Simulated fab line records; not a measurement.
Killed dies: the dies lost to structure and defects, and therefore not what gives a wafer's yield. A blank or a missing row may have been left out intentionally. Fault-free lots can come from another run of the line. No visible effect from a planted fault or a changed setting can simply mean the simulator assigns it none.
Chamber matching + flow gf180mcu + 3 sister chambers for GF_V4_CVD_02 on pecvd-01
The step deposits SiO2 from TEOS, target thk 850 nm, time 94.851 s. 6 wafers are shown with their chamber, then 12 later ones without.

WAFERS WITH THEIR CHAMBER
| wafer  | chamber | heaterPowerW (W) |
|--------|---------|------------------|
| L085.2 | 2       | 697              |
| L085.4 | 2       | 734              |
| L085.6 | 1       | 751              |
| L088.2 | 0       | 667              |
| L088.4 | 0       | 742              |
| L088.6 | 1       | 795              |

WAFERS MISSING THEIR CHAMBER
| wafer  | heaterPowerW (W) |
|--------|------------------|
| L093.1 | 656              |
| L093.2 | 656              |
| L093.3 | 704              |
| L093.4 | 722              |
| L093.5 | 726              |
| L093.6 | 664              |
| L095.1 | 701              |
| L095.3 | 718              |
| L095.4 | 577              |
| L097.2 | 649              |
| L097.3 | 738              |
| L097.6 | 708              |

WHICH CHAMBER EACH WENT THROUGH
| wafer  | from the rows above          | in truth |
|--------|------------------------------|----------|
| L093.1 | can't be placed: 0 or 2 or 1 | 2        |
| L093.2 | can't be placed: 0 or 2 or 1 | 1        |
| L093.3 | can't be placed: 0 or 2 or 1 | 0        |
| L093.4 | can't be placed: 2 or 0 or 1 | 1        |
| L093.5 | can't be placed: 2 or 0 or 1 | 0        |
| L093.6 | can't be placed: 0 or 2 or 1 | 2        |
| L095.1 | can't be placed: 0 or 2 or 1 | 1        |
| L095.3 | can't be placed: 2 or 0 or 1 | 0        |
| L095.4 | can't be placed: 0 or 2 or 1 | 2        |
| L097.2 | can't be placed: 0 or 2 or 1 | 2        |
| L097.3 | can't be placed: 2 or 0 or 1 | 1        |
| L097.6 | can't be placed: 0 or 2 or 1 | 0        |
Correct placement for 0 of the 12. From these rows, 12 cannot be placed; in 12 the true chamber is one of the candidates. Wrongly placed: 0.
How it was worked out, from the rows above alone: a wafer's distance from a chamber is the root of the sum, over the readings, of the square of ((its reading less the chamber's mean) divided by the reading's scatter). If the next closest chamber is less than 2 further off than the closest, the wafer can't be placed; otherwise it belongs to the closest. For every chamber, the mean is computed from those of its wafers that are shown. How the scatter is found: for the shown wafers, subtract from each reading the mean of its chamber, square and add these, divide the total by (wafers less chambers), then take the root.
